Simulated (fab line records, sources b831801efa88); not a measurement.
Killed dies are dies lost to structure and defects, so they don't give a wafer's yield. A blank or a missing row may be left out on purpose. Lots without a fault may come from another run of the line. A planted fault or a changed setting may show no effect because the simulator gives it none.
Problem report in the 8D (eight disciplines) form, filled by code | flow gf180mcu | the parts of the form that need people (team, actions taken, sign-off) are left out

1. THE PROBLEM
M4_ALCU_THK at GF_M4_THK_MEAS_06 reads a mean of 415 nm on 1 wafer of 1 lot; wafers without a fault read 456 nm with a standard deviation of 5.8. That is -7.1 standard deviations from the usual mean.
The step: measures by xrf.
First seen on wafer L339.3, day 27 04:20, on film_metro-04. The record holds 39 wafers of 13 lots with a number at this step. Rule for "out", or "out of limits": more than 4 standard deviations from the usual mean. The other wafers with a number count as sound.

2. WHAT IT IS AND WHAT IT IS NOT
question                    | is                | is not
which readings at this step | M4_ALCU_THK       | -
which lots                  | L339              | L325, L326, L327, L328, L329, L331, L332, L334, L335, L336, L337, L343
which wafers of those lots  | L339.3            | L339.1, L339.2
read on which gauges        | film_metro-04     | film_metro-01, film_metro-03
when                        | from day 27 04:20 | up to then (35 sound wafers); but 3 sound wafers of L343 came after

3. SUSPECTS, AND WHAT RULES EACH OUT
Counting: a tool at a process step up to the reading stays a suspect if it ran every lot that is out. Sound lots after the first of them don't rule it out here, since some wafers of a struck lot are sound.
- the gauge at GF_M4_THK_MEAS_06: kept. All the wafers that are out were read on film_metro-04, and no step on other tools shows them out.
- pvd_sputter-02 at GF_V3_SPUTTER_21 (material Ti, target thk 15 nm, time 80.02 s): kept. It ran the lot that is out, L339 (day 27 03:18); its last sound lot up to then is L335 (day 25 21:43).
- pvd_sputter-01 at GF_M4_SPUTTER_04 (material TiN, target thk 50 nm, time 41.7 s): kept. It ran the lot that is out, L339 (day 27 04:11); its last sound lot up to then is L337 (day 26 13:13).
Left after counting: pvd_sputter-02 at GF_V3_SPUTTER_21, pvd_sputter-01 at GF_M4_SPUTTER_04, film_metro-04 at GF_M4_THK_MEAS_06.

4. THE CAUSE (what the simulator had put in)
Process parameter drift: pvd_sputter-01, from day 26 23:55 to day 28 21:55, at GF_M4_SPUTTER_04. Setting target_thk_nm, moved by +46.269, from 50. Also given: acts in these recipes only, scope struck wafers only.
Counting left 3 suspects, and this tool is among them.

5. THE CHAIN OF EFFECTS, in route order
Each row: a reading whose mean over the struck wafers that have a number lies more than 3 standard deviations from the usual. Only readings for which the record gives a usual standard deviation are gone through. hours: the time from each lot's start at the first step in this table that gives one to its start at this step, as a median over the lots. sigmas: the change in usual standard deviations.
hours | step              | reading     | usual  | on struck wafers | change | sigmas
0     | GF_M4_THK_MEAS_06 | M4_ALCU_THK | 456 nm | 415              | -41    | -7.1

6. WHAT WOULD HAVE CAUGHT IT SOONER
In this record the first reading out of limits at a measuring or inspecting step was taken at day 27 04:20, 4 hours after the fault began at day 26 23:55.
Of the tool readings at GF_M4_SPUTTER_04 for which the record gives a usual standard deviation, none was out on any struck wafer, so an alarm limit of 4 standard deviations on them would not have fired.
All the lots that are out (1) had begun GF_M4_SPUTTER_04 on pvd_sputter-01 by day 27 04:20. A hold on the tool at that time would have spared none of them.
